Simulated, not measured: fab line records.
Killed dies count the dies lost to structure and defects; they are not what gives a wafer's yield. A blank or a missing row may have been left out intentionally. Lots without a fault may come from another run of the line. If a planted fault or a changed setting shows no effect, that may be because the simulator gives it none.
Tool commonality check || flow sky130 || Sample size 11 lots and 33 wafers

== WHAT PROMPTED THE OPENING ==
Of 11 lots, 3 have the reading POLY_GATE_OXIDATION_THK flagged at SKY_POLY_GATE_THK_MEAS_21. Fault-free wafers read 3.98 nm, with a standard deviation of 0.083.
Rule: a lot is flagged in two cases, either no wafer of it has a number, or all its wafers with numbers fall more than 4 standard deviations from that mean. As for the other lots, they are considered sound.

{"lot": "L794", "measured": "day 16 23:59", "on": "filmMetro-03", "POLY_GATE_OXIDATION_THK (nm), wafer by wafer": "3.98 3.91 4.06", "flag": ""}
{"lot": "L799", "measured": "day 19 15:10", "on": "filmMetro-03", "POLY_GATE_OXIDATION_THK (nm), wafer by wafer": "5.10 5.04 5.03", "flag": "FLAGGED"}
{"lot": "L801", "measured": "day 19 20:38", "on": "filmMetro-02", "POLY_GATE_OXIDATION_THK (nm), wafer by wafer": "5.11 5.03 5.01", "flag": "FLAGGED"}
{"lot": "L800", "measured": "day 19 20:40", "on": "filmMetro-03", "POLY_GATE_OXIDATION_THK (nm), wafer by wafer": "5.08 5.11 5.16", "flag": "FLAGGED"}
{"lot": "L805", "measured": "day 22 09:20", "on": "filmMetro-01", "POLY_GATE_OXIDATION_THK (nm), wafer by wafer": "4.00 3.98 3.87", "flag": ""}
{"lot": "L808", "measured": "day 22 20:11", "on": "filmMetro-02", "POLY_GATE_OXIDATION_THK (nm), wafer by wafer": "3.97 3.98 3.84", "flag": ""}
{"lot": "L810", "measured": "day 23 01:18", "on": "filmMetro-01", "POLY_GATE_OXIDATION_THK (nm), wafer by wafer": "4.04 3.94 3.99", "flag": ""}
{"lot": "L809", "measured": "day 23 03:52", "on": "filmMetro-02", "POLY_GATE_OXIDATION_THK (nm), wafer by wafer": "4.01 4.09 4.02", "flag": ""}
{"lot": "L812", "measured": "day 23 15:09", "on": "filmMetro-02", "POLY_GATE_OXIDATION_THK (nm), wafer by wafer": "4.00 3.83 3.97", "flag": ""}
{"lot": "L811", "measured": "day 23 17:13", "on": "filmMetro-02", "POLY_GATE_OXIDATION_THK (nm), wafer by wafer": "4.10 4.05 4.06", "flag": ""}
{"lot": "L816", "measured": "day 24 07:41", "on": "filmMetro-02", "POLY_GATE_OXIDATION_THK (nm), wafer by wafer": "4.00 4.02 3.94", "flag": ""}
Average over the flagged lots: 5.07 nm; offset from the usual +1.09 nm, equal to +13 standard deviations.

== WHICH TOOL RAN EACH LOT ==
Before the reading, the record contains 2 process steps out of a 708-step route. Cell contents, in order: the tool; ch with the chambers the sampled wafers went through; the start.
{"lot": "L794", "flag": "", "SKY_SONOS_ONO_STRIP_17": "plasmaAsher-01 ch 0,1, day 12 20:22", "SKY_POLY_GATE_OXIDATION_20": "furnace-01 ch 0, day 16 22:44"}
{"lot": "L799", "flag": "FLAGGED", "SKY_SONOS_ONO_STRIP_17": "plasmaAsher-02 ch 0,1, day 15 13:30", "SKY_POLY_GATE_OXIDATION_20": "furnace-01 ch 0, day 19 13:55"}
{"lot": "L801", "flag": "FLAGGED", "SKY_SONOS_ONO_STRIP_17": "plasmaAsher-01 ch 0,1, day 15 14:42", "SKY_POLY_GATE_OXIDATION_20": "furnace-01 ch 0, day 19 19:23"}
{"lot": "L800", "flag": "FLAGGED", "SKY_SONOS_ONO_STRIP_17": "plasmaAsher-01 ch 0,1, day 15 13:50", "SKY_POLY_GATE_OXIDATION_20": "furnace-01 ch 0, day 19 19:23"}
{"lot": "L805", "flag": "", "SKY_SONOS_ONO_STRIP_17": "plasmaAsher-04 ch 0,1, day 18 01:56", "SKY_POLY_GATE_OXIDATION_20": "furnace-02 ch 0, day 22 08:04"}
{"lot": "L808", "flag": "", "SKY_SONOS_ONO_STRIP_17": "plasmaAsher-04 ch 0,1, day 18 14:04", "SKY_POLY_GATE_OXIDATION_20": "furnace-01 ch 0, day 22 18:56"}
{"lot": "L810", "flag": "", "SKY_SONOS_ONO_STRIP_17": "plasmaAsher-04 ch 0,1, day 18 19:57", "SKY_POLY_GATE_OXIDATION_20": "furnace-01 ch 0, day 22 23:58"}
{"lot": "L809", "flag": "", "SKY_SONOS_ONO_STRIP_17": "plasmaAsher-01 ch 0,1, day 18 20:13", "SKY_POLY_GATE_OXIDATION_20": "furnace-01 ch 0, day 23 02:37"}
{"lot": "L812", "flag": "", "SKY_SONOS_ONO_STRIP_17": "plasmaAsher-02 ch 0,1, day 19 10:54", "SKY_POLY_GATE_OXIDATION_20": "furnace-02 ch 0, day 23 13:43"}
{"lot": "L811", "flag": "", "SKY_SONOS_ONO_STRIP_17": "plasmaAsher-01 ch 0,1, day 19 11:10", "SKY_POLY_GATE_OXIDATION_20": "furnace-01 ch 0, day 23 15:58"}
{"lot": "L816", "flag": "", "SKY_SONOS_ONO_STRIP_17": "plasmaAsher-02 ch 0,1, day 20 03:14", "SKY_POLY_GATE_OXIDATION_20": "furnace-01 ch 0, day 24 06:25"}
What is done by these steps:
- SKY_SONOS_ONO_STRIP_17: strips in O2/N2.
- SKY_POLY_GATE_OXIDATION_20: stabilise 600 s, purge 300 s, target thk 4 nm.
- SKY_POLY_GATE_THK_MEAS_21

== FLAGGED OVER TOTAL, TOOL BY TOOL (the gauges that took the reading come last) ==
{"step": "SKY_SONOS_ONO_STRIP_17", "tool": "plasmaAsher-01", "lots run": 5, "flagged": 2, "share of the flagged lots": "some", "sound lots run after its first flagged lot": "2 (L809,L811)"}
{"step": "SKY_SONOS_ONO_STRIP_17", "tool": "plasmaAsher-02", "lots run": 3, "flagged": 1, "share of the flagged lots": "some", "sound lots run after its first flagged lot": "2 (L812,L816)"}
{"step": "SKY_SONOS_ONO_STRIP_17", "tool": "plasmaAsher-04", "lots run": 3, "flagged": 0, "share of the flagged lots": "none", "sound lots run after its first flagged lot": "-"}
{"step": "SKY_POLY_GATE_OXIDATION_20", "tool": "furnace-01", "lots run": 9, "flagged": 3, "share of the flagged lots": "all", "sound lots run after its first flagged lot": "5 (L808,L810,L809,L811,L816)"}
{"step": "SKY_POLY_GATE_OXIDATION_20", "tool": "furnace-02", "lots run": 2, "flagged": 0, "share of the flagged lots": "none", "sound lots run after its first flagged lot": "-"}
{"step": "SKY_POLY_GATE_THK_MEAS_21", "tool": "filmMetro-01", "lots run": 2, "flagged": 0, "share of the flagged lots": "none", "sound lots run after its first flagged lot": "-"}
{"step": "SKY_POLY_GATE_THK_MEAS_21", "tool": "filmMetro-02", "lots run": 6, "flagged": 1, "share of the flagged lots": "some", "sound lots run after its first flagged lot": "5 (L808,L809,L812,L811,L816)"}
{"step": "SKY_POLY_GATE_THK_MEAS_21", "tool": "filmMetro-03", "lots run": 3, "flagged": 2, "share of the flagged lots": "some", "sound lots run after its first flagged lot": 0}

== WHAT THE TABLE ALLOWS ==
1 row of the table ran every flagged lot: furnace-01 at SKY_POLY_GATE_OXIDATION_20.
- furnace-01 at SKY_POLY_GATE_OXIDATION_20 ran 9 lots, 3 of them flagged. Lots that were sound ran on it after the first flagged one (L808, L810, L809, L811, L816); a persistent fault on the entire tool would not allow that. Its own readings (spikeTcBottomC, spikeTcCentreC, spikeTcLowerC, spikeTcTopC, spikeTcUpperC, tubeCenterTempC, tube_center_temp_C_max) fall more than 4 standard deviations out on all wafers of the flagged lots.
None of the table's rows ran every flagged lot and, after the first, no sound lot.

== WHAT WAS PUT IN BY THE SIMULATOR ==
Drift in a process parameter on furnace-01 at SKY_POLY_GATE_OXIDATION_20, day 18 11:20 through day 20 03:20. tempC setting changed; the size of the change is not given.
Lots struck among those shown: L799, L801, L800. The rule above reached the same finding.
